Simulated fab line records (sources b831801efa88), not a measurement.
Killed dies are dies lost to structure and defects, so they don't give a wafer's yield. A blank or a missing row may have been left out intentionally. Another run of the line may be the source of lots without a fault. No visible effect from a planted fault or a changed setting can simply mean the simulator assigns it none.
Which of the tools did it? ; flow gf180mcu ; 12 lots, 36 wafers sampled, at 6 steps of a route of 602

## WHAT THE GAUGES SHOWED, per wafer
GF_STI_CD_MEAS_12: the cd target is 220 nm. Usual: 219.7 nm for cd-nm, sd 1.2.
lot;measured;on;cd-nm (nm);flag
L842;day 2 01:43;cd-sem-02;219.6 217.6 220.3;
L845;day 2 16:43;cd-sem-01;222.5 222.1 220.8;
L847;day 3 05:09;cd-sem-02;221.0 221.6 221.7;
L848;day 3 08:22;cd-sem-02;220.9 220.2 219.9;
L851;day 4 00:37;cd-sem-02;220.4 220.1 221.3;
L852;day 4 08:56;cd-sem-01;219.8 219.4 219.0;
L854;day 4 15:05;cd-sem-02;218.5 217.7 218.3;
L859;day 5 16:28;cd-sem-01;219.9 218.9 217.7;
L861;day 6 02:47;cd-sem-02;219.4 218.9 219.1;
L863;day 6 14:55;cd-sem-02;219.7 219.5 219.1;
L864;day 6 19:11;cd-sem-01;221.3 220.8 219.9;
L865;day 6 22:24;cd-sem-01;220.4 219.8 219.5;

GF_MVPSD_TW_MEAS_11. Usual: MVPSD_TW 561, standard deviation 4.8.
lot;measured;on;MVPSD_TW;flag
L842;day 4 21:54;film-metro-03;567 567 564;
L845;day 5 18:09;film-metro-03;557 560 559;
L847;day 6 05:31;film-metro-03;595 592 592;OFF
L848;day 6 12:40;film-metro-04;595 592 596;OFF
L851;day 7 07:28;film-metro-04;596 597 594;OFF
L852;day 7 16:00;film-metro-03;564 562 563;
L854;day 8 01:36;film-metro-01;557 555 555;
L859;day 9 06:56;film-metro-03;568 565 566;
L861;day 9 17:38;film-metro-04;565 566 565;
L863;day 10 08:42;film-metro-01;556 555 557;
L864;day 10 10:55;film-metro-04;569 569 568;
L865;day 10 18:13;film-metro-01;556 560 557;

GF_VT_IMPLANT_RS_MEAS_49: uses a four-point probe to measure. Usual: MVPSD_RS 1168 ohm/sq, standard deviation 3.3.
lot;measured;on;MVPSD_RS (ohm/sq);flag
L842;day 7 10:41;film-metro-04;1167 1165 1168;
L845;day 8 07:26;film-metro-04;1170 1170 1173;
L847;day 8 22:50;film-metro-01;1002 1002 1004;OFF
L848;day 9 07:02;film-metro-01;1009 1006 1006;OFF
L851;day 10 02:23;film-metro-04;1001 1003 1002;OFF
L852;day 10 12:41;film-metro-03;1166 1170 1167;
L854;day 10 23:13;film-metro-04;1168 1167 1165;
L859;day 12 09:53;film-metro-04;1165 1164 1167;
L861;day 12 21:20;film-metro-04;1168 1169 1171;
L863;day 13 13:01;film-metro-03;1171 1175 1173;
L864;day 13 17:42;film-metro-04;1171 1175 1175;
L865;day 14 00:16;film-metro-04;1166 1165 1164;

## WHAT TOOL EACH LOT RAN ON (gives the tool, then ch and the chambers of the sampled wafers, and finally the start)
lot;GF_STI_ETCH_14;GF_DNWELL_STRIP_08;GF_MVPSD_IMPLANT_09
L842;rie-si-02 ch 0,1,2, day 2 01:55;plasma-asher-02 ch 0,1, day 2 18:46;implanter-03 ch 0, day 4 21:39
L845;rie-si-01 ch 1,2,3, day 2 16:55;plasma-asher-02 ch 0,1, day 3 10:04;implanter-03 ch 0, day 5 17:54
L847;rie-si-02 ch 2,3, day 3 05:20;plasma-asher-02 ch 0,1, day 3 22:10;implanter-01 ch 0, day 6 04:58
L848;rie-si-01 ch 0,3, day 3 08:34;plasma-asher-03 ch 0,1, day 4 03:22;implanter-04 ch 0, day 6 12:06 and implanter-01 ch 0, day 6 12:25
L851;rie-si-01 ch 2,3, day 4 00:49;plasma-asher-03 ch 0,1, day 4 19:31;implanter-04 ch 0, day 7 06:48
L852;rie-si-01 ch 0,3, day 4 09:08;plasma-asher-01 ch 0,1, day 5 03:31;implanter-04 ch 0, day 7 15:45
L854;rie-si-02 ch 0,1,3, day 4 15:17;plasma-asher-03 ch 0,1, day 5 11:28;implanter-04 ch 0, day 8 01:21
L859;rie-si-01 ch 0,1, day 5 16:40;plasma-asher-03 ch 0,1, day 6 12:37;implanter-03 ch 0, day 9 06:39
L861;rie-si-01 ch 0,2,3, day 6 02:56;plasma-asher-01 ch 0,1, day 6 22:06;implanter-04 ch 0, day 9 17:25
L863;rie-si-02 ch 1,2, day 6 15:07;plasma-asher-03 ch 0,1, day 7 10:58;implanter-03 ch 0, day 10 08:27
L864;rie-si-02 ch 0,1,2, day 6 19:22;plasma-asher-03 ch 0,1, day 7 15:16;implanter-03 ch 0, day 10 10:40
L865;rie-si-01 ch 0,1, day 6 22:34;plasma-asher-02 ch 0,1, day 7 20:00;implanter-04 ch 0, day 10 18:00
- GF_STI_ETCH_14: etches Si in HBr/Cl2/O2, target depth 360 nm, time 102.9 s.
- GF_DNWELL_STRIP_08: strips in O2/N2.
- GF_MVPSD_IMPLANT_09

## WHAT THE TOOLS THEMSELVES READ (means of the sampled wafers that have a number; where no wafer has one, the mark that the record gives instead)
GF_STI_ETCH_14. Usual: drypump-motor-current-A 6.0 A, standard deviation 0.36; oes-product-au 1.002 a.u., standard deviation 0.0084; throttle-valve-pct 25.654 %, standard deviation 0.0097.
lot;tool;drypump-motor-current-A (A);oes-product-au (a.u.);throttle-valve-pct (%);flag
L842;rie-si-02;5.6;0.998;25.658;
L845;rie-si-01;6.1;0.989;25.655;
L847;rie-si-02;6.0;0.995;25.660;
L848;rie-si-01;6.3;1.003;25.647;
L851;rie-si-01;6.2;1.002;25.646;
L852;rie-si-01;6.2;1.007;25.652;
L854;rie-si-02;5.7;0.998;25.647;
L859;rie-si-01;6.3;1.019;25.640;
L861;rie-si-01;6.3;1.002;25.659;
L863;rie-si-02;5.7;1.004;25.662;
L864;rie-si-02;5.6;0.997;25.658;
L865;rie-si-01;6.3;0.995;25.660;

GF_DNWELL_STRIP_08. Usual: drypump-motor-current-A 5.6 A, standard deviation 0.54; heater-power-w 340 W, standard deviation 24; oes-product-au 0.722 a.u., standard deviation 0.004; strip-time-to-endpoint-s 37.00 s, standard deviation 0.12.
lot;tool;drypump-motor-current-A (A);heater-power-w (W);oes-product-au (a.u.);strip-time-to-endpoint-s (s);flag
L842;plasma-asher-02;6.3;371;0.721;36.99;
L845;plasma-asher-02;6.2;378;0.719;37.02;
L847;plasma-asher-02;6.2;374;0.723;37.02;
L848;plasma-asher-03;5.1;326;0.722;36.98;
L851;plasma-asher-03;5.2;324;0.726;37.16;
L852;plasma-asher-01;5.7;346;0.725;36.69;
L854;plasma-asher-03;5.3;325;0.723;37.05;
L859;plasma-asher-03;5.1;322;0.720;36.98;
L861;plasma-asher-01;5.9;348;0.722;37.10;
L863;plasma-asher-03;5.1;326;0.721;36.90;
L864;plasma-asher-03;5.3;324;0.724;37.11;
L865;plasma-asher-02;6.2;371;0.722;37.13;

GF_MVPSD_IMPLANT_09. Usual: 28.1 for faraday-current-uA, sd 0.62.
lot;tool;faraday-current-uA;flag
L842;implanter-03;27.9;
L845;implanter-03;27.5;
L847;implanter-01;28.4;
L848;implanter-04/implanter-01;28.1;
L851;implanter-04;28.1;
L852;implanter-04;27.7;
L854;implanter-04;27.5;
L859;implanter-03;28.2;
L861;implanter-04;28.0;
L863;implanter-03;27.9;
L864;implanter-03;28.1;
L865;implanter-04;28.7;

## THE ANSWER, worked out from the rows above alone
Rule: a lot counts as off when the mean over its wafers that have a number is more than 3 standard deviations away from the usual mean. A lot without any number at a reading at which 4 lots or more have one is off too. Where the step has rows for the other lots, those lots are counted as sound. The gauges are gone through in route order, then the tools' own readings, and for those a lot's mean is taken as printed above. At the first step where some lot is off, the reading lying furthest off is the one used; lots without a number count as furthest.
Off: at GF_MVPSD_TW_MEAS_11 (MVPSD_TW), L847, L848, L851.
If a tool, at a process step before that reading, ran all the lots that are off and no sound lot after the first of them, it fits. The gauges at GF_MVPSD_TW_MEAS_11 are tried like those tools. Not one of the candidates tried fits.

## WHAT THE SIMULATOR PUT IN
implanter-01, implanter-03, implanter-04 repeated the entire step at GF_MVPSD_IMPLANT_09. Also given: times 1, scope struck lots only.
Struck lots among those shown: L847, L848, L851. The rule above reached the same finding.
